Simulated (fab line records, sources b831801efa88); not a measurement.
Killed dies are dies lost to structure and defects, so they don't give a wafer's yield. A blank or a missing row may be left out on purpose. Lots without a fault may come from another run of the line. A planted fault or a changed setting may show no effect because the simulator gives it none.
Problem report in the 8D (eight disciplines) form, filled by code | flow gf180mcu | the parts of the form that need people (team, actions taken, sign-off) are left out

1. THE PROBLEM
HV_LDD_CVD_54_THK at GF_HV_LDD_THK_MEAS_55 reads a mean of 19.47 nm on 9 wafers of 3 lots; wafers without a fault read 10.04 nm with a standard deviation of 0.13. That is +73 standard deviations from the usual mean.
First seen on wafer L368.3, day 14 22:36, on film_metro-04. The record holds 39 wafers of 13 lots with a number at this step. Rule for "out", or "out of limits": more than 4 standard deviations from the usual mean. The other wafers with a number count as sound.

2. WHAT IT IS AND WHAT IT IS NOT
question                    | is                           | is not
which readings at this step | HV_LDD_CVD_54_THK            | -
which lots                  | L368, L369, L370             | L363, L371, L375, L376, L379, L380, L381, L382, L383, L384
which wafers of those lots  | all that have a number       | -
read on which gauges        | film_metro-01, film_metro-04 | film_metro-03
when                        | from day 14 22:36            | up to then (3 sound wafers); but 27 sound wafers of L371, L375, L376, L379, L380, L381, L382, L383, L384 came after

3. SUSPECTS, AND WHAT RULES EACH OUT
Counting: a tool at a process step up to the reading stays a suspect if it ran every lot that is out and no sound lot after the first of them.
- the gauge at GF_HV_LDD_THK_MEAS_55: ruled out. The wafers that are out were read on 2 gauges (film_metro-01, film_metro-04).
- rtp_anneal-01 at GF_HV_LDD_RTA_52 (time 10 s): ruled out as a lasting fault. Sound lots L375, L376, L379, L381, L382, L383 ran on it after its first lot that is out, L368 (day 14 21:05).
- lpcvd-02 at GF_HV_LDD_CVD_54 (deposits SiO2 from TEOS, target thk 10 nm, time 75 s): ruled out as a lasting fault. Sound lots L380, L383 ran on it after its first lot that is out, L368 (day 14 21:34).
Left after counting: nothing in the record.

4. THE CAUSE (what the simulator had put in)
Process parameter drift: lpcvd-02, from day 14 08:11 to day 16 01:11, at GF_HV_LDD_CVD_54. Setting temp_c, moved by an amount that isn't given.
Counting ruled it out, wrongly: the rule takes a fault to strike every lot that its tool runs from its start on, and this one did not.

5. THE CHAIN OF EFFECTS, in route order
Each row: a reading whose mean over the struck wafers that have a number lies more than 3 standard deviations from the usual. Only readings for which the record gives a usual standard deviation are gone through. hours: the time from each lot's start at the first step in this table that gives one to its start at this step, as a median over the lots. sigmas: the change in usual standard deviations.
hours | step                  | reading               | usual    | on struck wafers | change | sigmas
0     | GF_HV_LDD_CVD_54      | spike_tc_bottom_C     | 700.1 C  | 726.2            | +26.1  | +14
0     | GF_HV_LDD_CVD_54      | spike_tc_centre_C     | 680.8 C  | 709.3            | +28.5  | +29
0     | GF_HV_LDD_CVD_54      | spike_tc_lower_C      | 679.6 C  | 707.7            | +28.1  | +26
0     | GF_HV_LDD_CVD_54      | spike_tc_top_C        | 697.2 C  | 725.5            | +28.3  | +13
0     | GF_HV_LDD_CVD_54      | spike_tc_upper_C      | 679.7 C  | 708.5            | +28.8  | +26
0     | GF_HV_LDD_CVD_54      | susceptor_temp_C      | 679.9 C  | 708.3            | +28.4  | +89
0     | GF_HV_LDD_CVD_54      | zone_power_centre_pct | 10.55 %  | 11.47            | +0.92  | +7.7
1     | GF_HV_LDD_THK_MEAS_55 | HV_LDD_CVD_54_THK     | 10.04 nm | 19.47            | +9.43  | +73
The process steps in it:
- GF_HV_LDD_CVD_54: deposits SiO2 from TEOS, target thk 10 nm, time 75 s.

6. WHAT WOULD HAVE CAUGHT IT SOONER
In this record the first reading out of limits at a measuring or inspecting step was taken at day 14 22:36, 14 hours after the fault began at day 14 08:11.
The tool's own readings at GF_HV_LDD_CVD_54 were out on every struck wafer that the step has a row for (spike_tc_bottom_C, spike_tc_centre_C, spike_tc_lower_C, spike_tc_top_C, spike_tc_upper_C, susceptor_temp_C, zone_power_centre_pct): an alarm limit on them would have fired on the first of those.
